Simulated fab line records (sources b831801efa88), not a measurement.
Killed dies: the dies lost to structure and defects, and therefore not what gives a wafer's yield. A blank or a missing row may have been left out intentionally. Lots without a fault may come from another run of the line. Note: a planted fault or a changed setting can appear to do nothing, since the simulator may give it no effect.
A struck lot beside a sound one / flow gf180mcu / 16 out of 602 route steps
Sound: these wafers, L894.2, L894.4, L894.6. The struck wafers were L901.2, L901.3, L901.5. Last of all comes the cause.
For every step that has rows: the tool of each side, followed by ch and its chambers, followed by its first start. Under that, the readings that differ: sound wafers / struck wafers / difference of the means / sigmas: that difference in standard deviations of wafers without a fault.
alike: same words and numbers on both sides, and readings whose means sit less than 2 such deviations apart. not compared: any withheld reading, any reading some wafer has no value for, any bound like >300 that may hide the same value, and any number with overlapping values for which the record gives no deviation.
Wherever a step has rows on one side only, a row that says differs or no value, or a row with sigmas, the two part there. Non-overlapping numbers with no deviation appear without sigmas and do not part them. Lack of a reading on every wafer of one side parts them only where that side has two or more wafers.

GF_CONTACT_STRIP_18: strips in O2/N2.
  sound on plasma_asher-01 ch 0,1, day 17 01:56; struck on plasma_asher-01 ch 0,1, day 19 10:14
  alike: drypump_motor_current_A, heater_power_w, n2_flow_sccm, oes_product_au
  not compared: rf_hours_counter_h
then, 3 steps without rows for these wafers: GF_CONTACT_CLEAN_19 (cleans in SPM); GF_CONTACT_CLEAN_20 (cleans in DIW); GF_CONTACT_CLEAN_21 (cleans in dHF, time 20 s).
GF_CONTACT_SPUTTER_22: material Ti, target thk 15 nm, time 80.02 s.
  sound: pvd_sputter-03 at day 17 02:14; struck: pvd_sputter-04 at day 19 10:32
  alike: throttle_valve_pct
then, 2 steps without rows for these wafers: GF_CONTACT_SPUTTER_23 (material TiN, target thk 10 nm, time 40 s); GF_CONTACT_CVD_24 (deposits W, target thk 300 nm, time 90.339 s).
GF_CONTACT_RS_MEAS_25: measures by four-point-probe.
  sound: film_metro-03 at day 17 02:29; struck: film_metro-01 at day 19 10:45
  alike: CONTACT_W_RS
GF_CONTACT_THK_MEAS_26: measures by xrf.
  sound: film_metro-03 at day 17 02:36; struck: film_metro-01 at day 19 10:52
  alike: CONTACT_W_THK
then, 2 steps without rows for these wafers: GF_CONTACT_CMP_27 (polishes, stops on SiO2, t overpolish 15 s, target thk 0 nm); GF_M1_SPUTTER_00 (material Ti, target thk 37.5 nm, time 150 s).
GF_M1_SPUTTER_01: material TiN, target thk 30 nm, time 25 s.
  sound: pvd_sputter-01 at day 17 03:03; struck: pvd_sputter-01 at day 19 11:19
  alike: throttle_valve_pct
GF_M1_SPUTTER_02: material AlCu, target thk 450 nm, time 23.9 s.
  sound: pvd_sputter-01 at day 17 03:05; struck: pvd_sputter-01 at day 19 11:20
reading=model.AlCu_of_M1_SPUTTER_02.thk_nm (nm); sound=449.5 447.8 451; struck=278.8 276.4 278.8; difference=-171.4; sigmas=
  alike: throttle_valve_pct
GF_M1_SPUTTER_03: material Ti, target thk 10 nm, time 6.7 s.
  sound: pvd_sputter-01 at day 17 03:07; struck: pvd_sputter-01 at day 19 11:22
  alike: throttle_valve_pct
GF_M1_SPUTTER_04: material TiN, target thk 50 nm, time 41.7 s.
  sound: pvd_sputter-01 at day 17 03:08; struck: pvd_sputter-01 at day 19 11:23
  alike: throttle_valve_pct
GF_M1_RS_MEAS_05: measures by four-point-probe.
  sound: film_metro-02 at day 17 03:11; struck: film_metro-04 at day 19 11:44
reading=M1_ALCU_RS (ohm/sq); sound=0.0696 0.0699 0.0694; struck=0.1128 0.1140 0.1127; difference=+0.0435; sigmas=+67
  not compared: hold

WHERE THEY PART
Only at GF_M1_RS_MEAS_05, within this record.

WHY: what the simulator had put in
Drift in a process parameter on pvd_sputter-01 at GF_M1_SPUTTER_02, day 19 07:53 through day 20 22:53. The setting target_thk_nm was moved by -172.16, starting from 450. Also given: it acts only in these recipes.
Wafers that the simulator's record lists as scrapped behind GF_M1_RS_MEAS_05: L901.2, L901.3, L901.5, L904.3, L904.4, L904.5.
